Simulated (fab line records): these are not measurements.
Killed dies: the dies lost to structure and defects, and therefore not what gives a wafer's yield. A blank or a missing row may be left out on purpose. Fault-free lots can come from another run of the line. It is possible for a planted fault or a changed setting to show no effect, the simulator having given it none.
Check of tool commonality	flow sky130	15 lots, 45 wafers sampled

WHY THIS WAS OPENED
SKY_SONOS_TUNNEL_TW_MEAS_12, reading SONOS_TUNNEL_TW: flagged on 3 of 15 lots. Wafers without a fault read 196.9, standard deviation 2.4.
Rule: a lot gets a flag if all its wafers with a number sit over 4 standard deviations from that mean, or if no wafer of it has a number. All remaining lots are regarded as sound.

lot	measured	on	SONOS_TUNNEL_TW, wafer by wafer	flag
L685	day 11 08:26	film metro-04	196.4 195.2 195.9	
L686	day 11 16:39	film metro-04	196.0 196.2 195.5	
L687	day 12 09:36	film metro-02	195.7 196.3 195.0	
L688	day 12 14:58	film metro-01	200.1 198.8 199.3	
L689	day 12 18:08	film metro-04	196.3 195.5 195.7	
L690	day 13 03:14	film metro-02	195.2 194.3 194.2	
L691	day 13 08:55	film metro-01	200.3 199.3 199.1	
L692	day 13 18:48	film metro-01	199.5 199.8 198.9	
L693	day 14 04:44	film metro-04	196.7 195.3 195.1	
L694	day 14 10:46	film metro-04	195.5 195.4 195.3	
L695	day 14 18:58	film metro-01	199.6 198.5 198.3	
L698	day 15 17:57	film metro-04	196.1 195.7 195.2	
L706	day 18 00:31	film metro-01	30.5 30.4 30.5	FLAGGED
L705	day 18 04:35	film metro-01	30.6 30.3 30.5	FLAGGED
L707	day 18 11:15	film metro-04	29.6 29.7 29.6	FLAGGED
The numbers of the flagged lots are 30.2 on average: -166.7 against the usual, or -69 standard deviations.

WHICH TOOL EACH LOT WENT THROUGH
The record holds 2 process steps before the reading, out of a route of 708 steps. Each cell gives the tool, then ch followed by the chambers the sampled wafers passed through, then the start.
lot	flag	SKY_VT_ADJUST_HVTR_STRIP_10	SKY_SONOS_TUNNEL_IMPLANT_09
L685		plasma asher-04 ch 0,1, day 9 11:01	implanter-01 ch 0, day 11 08:02
L686		plasma asher-01 ch 0,1, day 9 18:55	implanter-01 ch 0, day 11 16:14
L687		plasma asher-04 ch 0,1, day 10 10:17	implanter-01 ch 0, day 12 09:12
L688		plasma asher-01 ch 0,1, day 10 14:58	implanter-01 ch 0, day 12 14:23
L689		plasma asher-02 ch 0,1, day 10 17:56	implanter-01 ch 0, day 12 17:38
L690		plasma asher-02 ch 0,1, day 11 02:20	implanter-01 ch 0, day 13 02:49
L691		plasma asher-01 ch 0,1, day 11 08:16	implanter-01 ch 0, day 13 08:31
L692		plasma asher-04 ch 0,1, day 11 16:13	implanter-01 ch 0, day 13 18:20
L693		plasma asher-04 ch 0,1, day 12 00:47	implanter-03 ch 0, day 14 04:20
L694		plasma asher-04 ch 0,1, day 12 07:48	implanter-01 ch 0, day 14 10:23
L695		plasma asher-02 ch 0,1, day 12 15:01	implanter-03 ch 0, day 14 18:34
L698		plasma asher-02 ch 0,1, day 13 12:08	implanter-03 ch 0, day 15 17:32
L706	FLAGGED	plasma asher-02 ch 0,1, day 15 15:58	implanter-03, day 18 00:07
L705	FLAGGED	plasma asher-02 ch 0,1, day 15 18:43	implanter-02, day 18 04:10
L707	FLAGGED	plasma asher-04 ch 0,1, day 16 00:55	implanter-03, day 18 10:52
What the steps here do:
- SKY_VT_ADJUST_HVTR_STRIP_10: strips in O2/N2.
- SKY_SONOS_TUNNEL_IMPLANT_09
- SKY_SONOS_TUNNEL_TW_MEAS_12

FLAGGED AGAINST TOTAL, ONE TOOL AT A TIME (gauges that did the reading follow at the end)
step	tool	lots run	flagged	share of the flagged lots	sound lots run after its first flagged lot
SKY_VT_ADJUST_HVTR_STRIP_10	plasma asher-01	3	0	none	-
SKY_VT_ADJUST_HVTR_STRIP_10	plasma asher-02	6	2	some	0
SKY_VT_ADJUST_HVTR_STRIP_10	plasma asher-04	6	1	some	0
SKY_SONOS_TUNNEL_IMPLANT_09	implanter-01	9	0	none	-
SKY_SONOS_TUNNEL_IMPLANT_09	implanter-02	1	1	some	0
SKY_SONOS_TUNNEL_IMPLANT_09	implanter-03	5	2	some	0
SKY_SONOS_TUNNEL_TW_MEAS_12	film metro-01	6	2	some	0
SKY_SONOS_TUNNEL_TW_MEAS_12	film metro-02	2	0	none	-
SKY_SONOS_TUNNEL_TW_MEAS_12	film metro-04	7	1	some	0

WHAT THE TABLE PERMITS
No row of the table ran every flagged lot.

WHAT HAD BEEN PUT IN BY THE SIMULATOR
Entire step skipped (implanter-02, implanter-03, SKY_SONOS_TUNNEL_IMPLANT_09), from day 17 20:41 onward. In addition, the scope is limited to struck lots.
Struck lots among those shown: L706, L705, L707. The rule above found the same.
